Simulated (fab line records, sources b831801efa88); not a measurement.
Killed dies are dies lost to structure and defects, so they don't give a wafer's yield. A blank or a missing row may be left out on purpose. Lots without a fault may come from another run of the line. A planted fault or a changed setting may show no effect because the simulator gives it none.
A struck lot beside a sound one | flow sfq_line | 43 steps out of a route of 325
Sound: wafers L142.3, L142.4, L142.6. Struck: wafers L145.1, L145.3, L145.6. The cause comes at the end.
At each step with rows: each side's tool, then ch and its chambers, then its first start. Under that, the readings that differ: sound wafers | struck wafers | difference of the means | sigmas: that difference in standard deviations of wafers without a fault.
alike: readings whose means differ by less than 2 such deviations, and words and numbers that are the same on both sides. not compared: withheld readings, readings that some wafer has no value for, bounds like >300 that may hide the same value, and numbers for which the record gives no deviation and whose values overlap.
The two part at a step that has a row with sigmas, a row that says differs or no value, or rows on one side only. Numbers that don't overlap but have no deviation are shown without sigmas and don't part them. A reading that every wafer of one side lacks parts them only if that side has two wafers or more.

first, 3 steps without rows for these wafers: SFQ_TRILAYER_M5_LITHO_EXPOSE_124 (exposes mask M5, target cd 700 nm); SFQ_TRILAYER_M5_LITHO_PEB_126 (peb time 60 s); SFQ_TRILAYER_M5_LITHO_DEVELOP_125 (time 60 s).
SFQ_M5_OVL_MEAS_932:
  sound on overlay-01, day 48 17:38; struck on overlay-02, day 49 20:01
  alike: M5_OVL
then, 1 step without rows for these wafers: SFQ_TRILAYER_M5_BARC_OPEN_METAL_ETCH_161 (etches BARC in O2, target depth 125 nm, time 41.7 s).
SFQ_TRILAYER_M5_ETCH_METAL_ETCH_126: etches Nb in Cl2/BCl3, stops on SiO2, time 203.2 s, target depth 265 nm.
  sound on rie_metal-01 ch 0,1, day 48 17:47; struck on rie_metal-01 ch 1, day 49 20:07
  alike: drypump_motor_current_A, he_backside_leak_sccm, oes_product_au
  not compared: rf_hours_counter_h
then, 2 steps without rows for these wafers: SFQ_TRILAYER_M5_STRIP_STRIP_127 (strips in O2); SFQ_TRILAYER_M5_STRIP_SOLV_CLEAN_128 (cleans in NMP, time 600 s).
SFQ_TRILAYER_A5B_DEP_PECVD_129: deposits SiO2 from SiH4/N2O, time 133.33 s, target thk 600 nm.
  sound on pecvd-03 ch 0,1,2, day 48 18:41; struck on pecvd-01 ch 0,1,2, day 49 21:05
  alike: heater_power_w, showerhead_vpp_V, throttle_valve_pct
then, 2 steps without rows for these wafers: SFQ_TRILAYER_A5B_CMP_CMP_130 (polishes, stops on Nb, target thk 340.7 nm); SFQ_TRILAYER_A5B_METRO_MEASURE_131.
SFQ_TRILAYER_R5_DEP_SPUTTER_132: material Ti, target thk 5 nm, time 5 s.
  sound on pvd_sputter-06, day 49 02:15; struck on pvd_sputter-03, day 50 01:54
  alike: cathode_dc_power_W, throttle_valve_pct
SFQ_TRILAYER_R5_DEP_SPUTTER_133: material MoNx, target thk 40 nm, time 66.7 s.
  sound on pvd_sputter-06, day 49 02:16; struck on pvd_sputter-03, day 50 01:55
  reading                                               | sound                 | struck               | difference | sigmas
  cathode_dc_power_W (W)                                | 1000.00 1000.2 1000.3 | 1099.7 1099.2 1099.5 | +99.3      | +99 or more
  model.MoNx_of_TRILAYER_R5_DEP_SPUTTER_133.thk_nm (nm) | 39.56 39.27 39.58     | 44.17 43.91 44.18    | +4.62      |
  alike: throttle_valve_pct
then, 1 step without rows for these wafers: SFQ_TRILAYER_R5_DEP_SPUTTER_134 (material Ti, target thk 5 nm, time 5 s).
SFQ_R5_RS_MEAS_933: measures by four-point-probe.
  sound on film_metro-03, day 49 02:23; struck on film_metro-03, day 50 01:59
  reading             | sound          | struck         | difference | sigmas
  R5_MONX_RS (ohm/sq) | 7.11 7.16 7.09 | 6.42 6.45 6.43 | -0.69      | -10
SFQ_R5_THK_MEAS_934: measures by xrf.
  sound on film_metro-03, day 49 02:29; struck on film_metro-03, day 50 02:07
  reading          | sound          | struck         | difference | sigmas
  R5_MONX_THK (nm) | 39.6 39.3 39.5 | 44.0 43.6 43.7 | +4.3       | +9
then, 6 steps without rows for these wafers: SFQ_TRILAYER_R5_LITHO_COAT_141 (resist thk 62 nm); SFQ_TRILAYER_R5_LITHO_COAT_136 (resist thk 600 nm); SFQ_TRILAYER_R5_LITHO_SOFTBAKE_140; SFQ_TRILAYER_R5_LITHO_EXPOSE_137 (exposes mask R5, target cd 500 nm); SFQ_TRILAYER_R5_LITHO_PEB_139 (peb time 60 s); SFQ_TRILAYER_R5_LITHO_DEVELOP_138 (time 60 s).
-- the record jumps here: 6 days lie between the struck wafers' starts before and after --
SFQ_R5_OVL_MEAS_935:
  sound on overlay-02, day 55 01:50; struck on overlay-01, day 56 05:25
  alike: R5_OVL
then, 11 steps without rows for these wafers: SFQ_TRILAYER_R5_BARC_OPEN_METAL_ETCH_177 (etches BARC in O2, target depth 125 nm, time 41.7 s); SFQ_TRILAYER_R5_ETCH_METAL_ETCH_139 (etches the open film in Cl2, stops on SiO2, target depth 60 nm, time 40 s); SFQ_TRILAYER_R5_STRIP_STRIP_140 (strips in O2); SFQ_TRILAYER_R5_STRIP_SOLV_CLEAN_141 (cleans in NMP, time 600 s); SFQ_TRILAYER_A5C_DEP_PECVD_142 (deposits SiO2 from SiH4/N2O, time 15.556 s, target thk 70 nm); SFQ_TRILAYER_I5_LITHO_COAT_149 (resist thk 62 nm); SFQ_TRILAYER_I5_LITHO_COAT_144 (resist thk 650 nm); SFQ_TRILAYER_I5_LITHO_SOFTBAKE_148; SFQ_TRILAYER_I5_LITHO_EXPOSE_145 (exposes mask I5, target cd 700 nm); SFQ_TRILAYER_I5_LITHO_PEB_147 (peb time 60 s); SFQ_TRILAYER_I5_LITHO_DEVELOP_146 (time 60 s).
-- the record jumps here: 5 days lie between the struck wafers' starts before and after --
SFQ_I5_OVL_MEAS_936:
  sound on overlay-02, day 60 14:36; struck on overlay-02, day 61 10:40
  alike: I5_OVL
SFQ_TRILAYER_I5_BARC_OPEN_VIA_ETCH_200: etches BARC in O2, target depth 125 nm, time 41.7 s.
  sound on rie_diel-02 ch 1,3, day 60 14:38; struck on rie_diel-03 ch 0,1,3, day 61 10:42
  alike: drypump_motor_current_A, oes_product_au
  not compared: rf_hours_counter_h
SFQ_TRILAYER_I5_ETCH_VIA_ETCH_147: etches the open film in CHF3, stops on Nb, target depth 360 nm.
  sound on rie_diel-02 ch 1,3, day 60 14:40; struck on rie_diel-03 ch 0,1,3, day 61 10:44
  alike: drypump_motor_current_A, oes_product_au
then, 5 steps without rows for these wafers: SFQ_TRILAYER_I5_STRIP_STRIP_148 (strips in O2); SFQ_TRILAYER_I5_STRIP_SOLV_CLEAN_149 (cleans in NMP, time 600 s); SFQ_TRILAYER_C5_LITHO_COAT_156 (resist thk 62 nm); SFQ_TRILAYER_C5_LITHO_COAT_151 (resist thk 650 nm); SFQ_TRILAYER_C5_LITHO_SOFTBAKE_155.
-- the record jumps here: 14 days lie between the struck wafers' starts before and after --
SFQ_M8_BOW_MEAS_951:
  sound on film_metro-01, day 75 03:01; struck on film_metro-02, day 75 21:50
  reading                 | sound             | struck            | difference | sigmas
  model.etest.r5.ohm_um   | 14.32 14.38 14.34 | 12.76 12.83 12.77 | -1.56      |
  model.etest.r5.ohm_sq   | 7.128 7.18 7.124  | 6.384 6.422 6.382 | -0.748     |
  model.etest.c5.link_ohm | 8.079 8.138 8.087 | 7.322 7.365 7.339 | -0.759     |
  alike: M8_BOW

WHERE THEY PART
First at SFQ_TRILAYER_R5_DEP_SPUTTER_133; last, within this record, at SFQ_R5_THK_MEAS_934. Later steps at which nothing parts them and some readings are alike: SFQ_R5_OVL_MEAS_935, SFQ_I5_OVL_MEAS_936, SFQ_TRILAYER_I5_BARC_OPEN_VIA_ETCH_200, SFQ_TRILAYER_I5_ETCH_VIA_ETCH_147, SFQ_M8_BOW_MEAS_951.

WHY: what the simulator had put in
Process parameter drift: pvd_sputter-03, from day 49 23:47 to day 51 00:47, at SFQ_TRILAYER_R5_DEP_SPUTTER_133. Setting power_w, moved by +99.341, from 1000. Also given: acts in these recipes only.
